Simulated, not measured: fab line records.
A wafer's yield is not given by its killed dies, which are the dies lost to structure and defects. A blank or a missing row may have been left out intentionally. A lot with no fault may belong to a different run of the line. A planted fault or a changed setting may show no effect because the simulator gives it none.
Which tool did it? | flow gf180mcu | 14 lots with 42 wafers sampled at 4 steps, on a route of 602 steps

WHAT EACH GAUGE READ, for each wafer
GF_POLY_GATE_OVL_MEAS_11. Usual: POLY_GATE_OVL typically reads 2 nm, with standard deviation 4.7.
lot  | measured     | on         | POLY_GATE_OVL (nm) | flag
L729 | day 9 05:02  | overlay-01 | 4 6 1              |
L730 | day 9 11:59  | overlay-01 | -4 0 -4            |
L732 | day 10 03:26 | overlay-02 | 6 5 5              |
L733 | day 10 09:03 | overlay-01 | -5 -9 -4           |
L734 | day 10 13:35 | overlay-02 | 2 6 5              |
L736 | day 11 07:09 | overlay-02 | 6 10 -3            |
L738 | day 11 19:56 | overlay-02 | 6 6 1              |
L739 | day 12 06:17 | overlay-02 | -1 5 -2            |
L746 | day 14 18:43 | overlay-02 | 5 5 3              |
L747 | day 15 07:05 | overlay-01 | 4 2 0              |
L748 | day 15 13:11 | overlay-01 | -2 0 0             |
L750 | day 15 15:59 | overlay-02 | 6 13 5             |
L751 | day 16 04:32 | overlay-01 | 4 6 -3             |
L752 | day 16 07:16 | overlay-01 | 1 6 6              |

GF_HV_LDD_TW_MEAS_38. Usual: HV_LDD_3_TW typically reads 1450, with standard deviation 17.
lot  | measured     | on            | HV_LDD_3_TW    | flag
L729 | day 11 14:35 | film-metro-04 | 1453 1458 1454 |
L730 | day 11 21:57 | film-metro-04 | 1449 1458 1452 |
L732 | day 12 13:25 | film-metro-04 | 1455 1456 1453 |
L733 | day 12 23:08 | film-metro-01 | 1431 1430 1433 |
L734 | day 13 03:43 | film-metro-02 | 1475 1474 1469 |
L736 | day 13 21:07 | film-metro-01 | 1434 1438 1436 |
L738 | day 14 11:18 | film-metro-02 | 1481 1480 1478 |
L739 | day 15 00:24 | film-metro-01 | 1432 1435 1425 |
L746 | day 17 16:46 | film-metro-02 | 1468 1478 1476 |
L747 | day 18 06:34 | film-metro-04 | 1439 1448 1438 |
L748 | day 18 13:28 | film-metro-01 | 1441 1441 1450 |
L750 | day 18 16:22 | film-metro-01 | 1439 1443 1444 |
L751 | day 19 05:19 | film-metro-04 | 1448 1449 1450 |
L752 | day 19 08:38 | film-metro-04 | 1434 1438 1440 |

GF_HV_LDD_CD_MEAS_46: the cd target is 400 nm. Usual: 400.1 nm for cd-nm, sd 2.5.
lot  | measured     | on        | cd-nm (nm)        | flag
L729 | day 12 10:11 | cd-sem-01 | 405.0 403.4 403.4 |
L730 | day 12 17:21 | cd-sem-01 | 401.5 401.2 402.0 |
L732 | day 13 08:59 | cd-sem-01 | 397.0 399.1 399.1 |
L733 | day 13 19:17 | cd-sem-01 | 399.3 401.0 400.9 |
L734 | day 14 00:03 | cd-sem-02 | 398.1 397.3 396.7 |
L736 | day 14 18:20 | cd-sem-01 | 399.8 402.2 400.3 |
L738 | day 15 08:34 | cd-sem-02 | 396.3 399.7 397.2 |
L739 | day 15 21:58 | cd-sem-02 | 401.6 401.9 403.2 |
L746 | day 18 17:00 | cd-sem-02 | - - -             | OFF
L747 | day 19 07:08 | cd-sem-01 | - - -             | OFF
L748 | day 19 13:32 | cd-sem-01 | 398.8 397.2 401.2 |
L750 | day 19 17:05 | cd-sem-02 | 396.2 399.2 396.7 |
L751 | day 20 05:41 | cd-sem-02 | 405.9 407.0 406.6 |
L752 | day 20 09:04 | cd-sem-01 | 397.0 398.6 397.8 |

TOOL THAT RAN EACH LOT (tool first, then ch and the chambers of the sampled wafers, then the start)
lot  | GF_HV_LDD_COAT_41
L729 | litho-track-01 ch 0, day 12 00:13
L730 | litho-track-03 ch 0, day 12 07:34
L732 | litho-track-01 ch 0, day 12 22:49
L733 | litho-track-02 ch 0, day 13 08:42
L734 | litho-track-01 ch 0, day 13 13:20
L736 | litho-track-03 ch 0, day 14 07:25
L738 | litho-track-03 ch 0, day 14 21:34
L739 | litho-track-03 ch 0, day 15 10:52
L746 | litho-track-03, day 18 04:31
L747 | litho-track-01, day 18 18:38
L748 | litho-track-03 ch 0, day 19 01:37
L750 | litho-track-01 ch 0, day 19 03:53
L751 | litho-track-02 ch 0, day 19 17:49
L752 | litho-track-03 ch 0, day 19 21:05
- GF_HV_LDD_COAT_41: resist thk 1000 nm.

WHAT THE TOOLS THEMSELVES READ (means of the sampled wafers that have a number; where no wafer has one, the mark that the record gives instead)
GF_HV_LDD_COAT_41. Usual: chill-plate-temp-C 23.00 C, standard deviation 0.11; dispense-pressure-kPa 54.2 kPa, standard deviation 1.1; resist-line-temp-C 23.01 C, standard deviation 0.12.
lot  | tool           | chill-plate-temp-C (C) | dispense-pressure-kPa (kPa) | resist-line-temp-C (C) | flag
L729 | litho-track-01 | 23.15                  | 53.2                        | 22.92                  |
L730 | litho-track-03 | 22.89                  | 55.5                        | 22.90                  |
L732 | litho-track-01 | 23.12                  | 53.2                        | 22.94                  |
L733 | litho-track-02 | 22.92                  | 53.3                        | 23.00                  |
L734 | litho-track-01 | 22.84                  | 53.2                        | 23.05                  |
L736 | litho-track-03 | 23.08                  | 55.5                        | 22.98                  |
L738 | litho-track-03 | 23.11                  | 55.5                        | 23.05                  |
L739 | litho-track-03 | 23.07                  | 55.5                        | 22.93                  |
L746 | litho-track-03 | -                      | -                           | -                      | OFF
L747 | litho-track-01 | -                      | -                           | -                      | OFF
L748 | litho-track-03 | 23.04                  | 55.6                        | 23.02                  |
L750 | litho-track-01 | 23.01                  | 53.3                        | 22.92                  |
L751 | litho-track-02 | 22.99                  | 53.3                        | 23.17                  |
L752 | litho-track-03 | 23.09                  | 55.6                        | 23.05                  |

THE ANSWER, worked out from the rows above alone
Rule: lot off if the mean of its wafers having a number is beyond 3 standard deviations from the usual mean. Also off: a lot with no number at a reading for which 4 or more lots have one. The other lots that the step has rows for count as sound. The gauges are gone through in route order, then the tools' own readings, and for those a lot's mean is taken as printed above. The first step at which some lot is off is used, and at that step the reading that is off furthest; a lot without a number counts as furthest.
Off, at GF_HV_LDD_CD_MEAS_46 on cd-nm: L746, L747. Without a number there: L746, L747.
A tool fits if, at a process step before that reading, it ran every lot that is off, and no sound lot after the first of them. The gauges at GF_HV_LDD_CD_MEAS_46 aren't tried: what is off there is off at GF_HV_LDD_COAT_41 too, on other tools, and a gauge's error can't cause that. Of those tried, none fits.

WHAT THE SIMULATOR HAD INSERTED
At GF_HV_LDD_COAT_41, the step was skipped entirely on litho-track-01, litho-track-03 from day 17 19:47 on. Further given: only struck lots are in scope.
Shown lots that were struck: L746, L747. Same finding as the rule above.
